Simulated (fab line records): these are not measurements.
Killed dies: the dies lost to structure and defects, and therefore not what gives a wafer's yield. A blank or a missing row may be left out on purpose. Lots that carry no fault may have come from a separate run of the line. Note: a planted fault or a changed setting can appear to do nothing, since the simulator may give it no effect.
Chamber matching    flow sky130    3 sister chambers for SKY_CAPM_CVD_00 on pecvd-03
The step deposits SiO2, target thk 15.5 nm. 36 wafers are shown with their chamber, then 12 later ones without.

WAFERS, EACH WITH ITS CHAMBER
wafer   chamber  heater_power_w (W)
L075.1  2        641
L075.4  0        694
L075.5  1        763
L077.3  0        650
L077.4  2        562
L077.5  1        713
L078.1  1        671
L078.2  0        646
L078.3  2        628
L078.4  0        640
L078.5  2        633
L078.6  1        691
L080.2  0        690
L080.3  1        672
L080.6  0        689
L083.2  1        785
L083.3  0        590
L083.4  1        764
L084.3  0        591
L084.4  1        698
L084.6  2        654
L087.1  0        615
L087.2  2        595
L087.3  1        756
L087.4  0        604
L087.5  2        579
L087.6  1        747
L091.1  0        604
L091.2  2        644
L091.3  0        604
L091.4  2        646
L091.5  0        634
L091.6  2        647
L093.1  0        708
L093.2  2        559
L093.3  2        561

SIGNATURES, as means of the wafers listed above
reading         chamber 0  chamber 1  chamber 2  scatter within a chamber
heater_power_w  639.93     726.00     612.42     40.4
Rule: for a wafer and a chamber, the distance is found by dividing, reading by reading, the gap between the wafer's reading and the chamber's mean by the reading's scatter, squaring, summing and taking the root. If the next closest chamber is less than 2 further off than the closest, the wafer can't be placed; otherwise it belongs to the closest. The scatter: take each reading less its chamber's mean, square it, sum over the shown wafers, divide by the number of wafers less the number of chambers, and take the root.

WAFERS WITH NO CHAMBER GIVEN
wafer   heater_power_w (W)
L094.1  640
L094.2  677
L094.3  634
L094.4  667
L094.5  629
L094.6  688
L096.1  648
L096.2  679
L096.5  671
L095.4  714
L095.5  584
L095.6  708

CHAMBER TAKEN BY EACH
wafer   from the rows above           in truth
L094.1  can't be placed: 0 or 2       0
L094.2  can't be placed: 0 or 1 or 2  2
L094.3  can't be placed: 0 or 2       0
L094.4  can't be placed: 0 or 2 or 1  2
L094.5  can't be placed: 0 or 2       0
L094.6  can't be placed: 1 or 0 or 2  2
L096.1  can't be placed: 0 or 2 or 1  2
L096.2  can't be placed: 0 or 1 or 2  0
L096.5  can't be placed: 0 or 1 or 2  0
L095.4  can't be placed: 1 or 0       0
L095.5  can't be placed: 2 or 0       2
L095.6  can't be placed: 1 or 0 or 2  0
Correct placement for 0 of the 12. These rows do not allow placing 12 (true chamber among the candidates in 12). Placed wrongly: 0.
